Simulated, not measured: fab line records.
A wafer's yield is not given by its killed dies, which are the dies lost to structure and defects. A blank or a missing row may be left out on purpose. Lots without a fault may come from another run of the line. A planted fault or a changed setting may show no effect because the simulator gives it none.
Which of the tools did it?    flow sky130    14 lots, 42 wafers sampled, at 4 steps of a route of 708

## WHAT THE GAUGES READ, wafer by wafer
SKY_VT_ADJUST_PCH_OVL_MEAS_07.
lot   measured      on          VT_ADJUST_PCH_OVL (nm)
L737  day 10 10:16  overlay-01  -2.4 -2.5 -0.9
L742  day 12 08:28  overlay-02  -0.9 -0.1 -0.4
L745  day 13 02:17  overlay-01  2.0 1.1 0.0
L746  day 13 05:28  overlay-01  0.1 0.6 -0.4
L750  day 14 16:11  overlay-01  1.8 0.5 0.8
L751  day 14 22:34  overlay-01  -0.3 -0.3 -0.8
L752  day 15 05:55  overlay-01  1.1 -0.9 -0.8
L753  day 15 15:20  overlay-01  -0.4 2.2 0.8
L754  day 16 00:07  overlay-01  0.3 0.7 0.5
L755  day 16 07:43  overlay-01  1.3 -0.3 0.9
L757  day 16 21:46  overlay-01  1.8 0.1 2.1
L758  day 17 03:19  overlay-01  -2.4 -1.8 -1.8
L759  day 17 08:56  overlay-01  -2.8 -1.1 -2.3
L760  day 17 20:08  overlay-01  2.4 1.3 1.6

SKY_POLY_GATE_THK_MEAS_21.
lot   measured      on             POLY_GATE_OXIDATION_THK (nm)
L737  day 16 14:11  film_metro-01  4.02 3.89 3.95
L742  day 18 16:53  film_metro-04  3.84 3.85 3.93
L745  day 19 19:20  film_metro-04  4.04 4.00 4.02
L746  day 20 02:16  film_metro-01  4.08 4.13 4.01
L750  day 21 12:31  film_metro-04  4.32 4.19 4.06
L751  day 21 22:48  film_metro-01  4.05 3.92 3.93
L752  day 22 07:21  film_metro-02  3.98 4.02 4.03
L753  day 22 11:26  film_metro-01  4.03 4.03 4.10
L754  day 23 00:16  film_metro-01  4.01 3.99 4.01
L755  day 23 07:22  film_metro-02  4.07 4.19 4.11
L757  day 23 19:48  film_metro-04  4.07 4.13 3.95
L758  day 24 03:03  film_metro-02  4.06 4.11 3.96
L759  day 24 07:38  film_metro-04  3.96 3.98 3.95
L760  day 24 20:49  film_metro-01  3.96 3.96 3.91

SKY_LDD_N_OVL_MEAS_07.
lot   measured      on          LDD_N_OVL (nm)
L737  day 17 18:28  overlay-01  -0.7 0.9 -0.5
L742  day 19 23:37  overlay-01  -1.3 -3.2 -1.6
L745  day 21 01:34  overlay-02  - - -
L746  day 21 08:13  overlay-02  - - -
L750  day 22 20:01  overlay-01  -2.1 -1.8 -2.1
L751  day 23 05:51  overlay-01  -0.5 -0.7 0.3
L752  day 23 21:25  overlay-01  0.2 -2.6 -0.9
L753  day 23 22:23  overlay-01  -2.2 -1.8 -2.8
L754  day 24 04:52  overlay-02  -1.1 0.7 -0.6
L755  day 24 10:13  overlay-02  -1.9 -2.8 -2.4
L757  day 25 00:43  overlay-02  -3.5 -3.6 -2.1
L758  day 25 08:22  overlay-02  -2.0 -1.1 -1.2
L759  day 25 13:56  overlay-02  1.1 -2.3 1.5
L760  day 26 01:59  overlay-02  -2.9 -3.2 -2.5

## WHICH TOOL RAN EACH LOT (tool, then ch and the chambers of the sampled wafers, then the start)
lot   SKY_LDD_N_EXPOSE_04
L737  iline_stepper-02 ch 0, day 17 04:01
L742  iline_stepper-01 ch 0, day 19 08:19
L745  iline_stepper-02, day 20 11:16
L746  iline_stepper-02, day 20 17:28
L750  iline_stepper-02 ch 0, day 22 04:42
L751  iline_stepper-02 ch 0, day 22 14:27
L752  iline_stepper-02 ch 0, day 23 07:55
L753  iline_stepper-02 ch 0, day 23 08:31
L754  iline_stepper-01 ch 0, day 23 14:57
L755  iline_stepper-01 ch 0, day 23 20:52
L757  iline_stepper-01 ch 0, day 24 09:19
L758  iline_stepper-02 ch 0, day 24 18:02
L759  iline_stepper-01 ch 0, day 24 23:47
L760  iline_stepper-02 ch 0, day 25 11:26
- SKY_LDD_N_EXPOSE_04: exposes mask NTM, target cd 840 nm.

## WHAT THE TOOLS THEMSELVES READ (means of the sampled wafers that have a number; where no wafer has one, the mark that the record gives instead)
SKY_LDD_N_EXPOSE_04.
lot   tool              exposure_dose_mJ_cm2  focus_offset_nm (nm)
L737  iline_stepper-02  109.99                0.3
L742  iline_stepper-01  110.02                0.2
L745  iline_stepper-02  -                     -
L746  iline_stepper-02  -                     -
L750  iline_stepper-02  110.08                -0.2
L751  iline_stepper-02  109.92                0.6
L752  iline_stepper-02  109.94                -0.2
L753  iline_stepper-02  110.17                0.7
L754  iline_stepper-01  109.89                -0.2
L755  iline_stepper-01  109.95                0.5
L757  iline_stepper-01  109.90                -0.3
L758  iline_stepper-02  110.00                0.4
L759  iline_stepper-01  110.09                0.2
L760  iline_stepper-02  110.03                -0.9

## THE ANSWER, worked out from the rows above alone
Rule: the usual values come from the lots themselves. The widest of any qualifying gaps counts: lots, ordered by their means at a reading, are off when they make up no more than a third of the lots, leave a main group of 4 or more, and stand apart from it by 3 or more times the standard deviation of that group's means. A main group is skipped when, at the precision printed for the reading in the tables above, its means are all equal. Also off: a lot with no number at a reading for which 4 or more lots have one. Any other lot the step has rows for is counted as sound. First the gauges in route order, then the tools' own readings, where a lot's mean is used as printed above. At the first step where some lot is off, the reading lying furthest off is the one used; lots without a number count as furthest.
Off: at SKY_LDD_N_OVL_MEAS_07 (LDD_N_OVL), L745, L746. Without a number there: L745, L746. For the main group the mean is -1.5 nm and the standard deviation 1.1.
If a tool, at a process step before that reading, ran all the lots that are off and no sound lot after the first of them, it fits. Not tried: the gauges at SKY_LDD_N_OVL_MEAS_07; whatever is off there is also off at SKY_LDD_N_EXPOSE_04, on other tools, and gauge error can't account for it. Not one of the candidates tried fits.

## WHAT HAD BEEN PUT IN BY THE SIMULATOR
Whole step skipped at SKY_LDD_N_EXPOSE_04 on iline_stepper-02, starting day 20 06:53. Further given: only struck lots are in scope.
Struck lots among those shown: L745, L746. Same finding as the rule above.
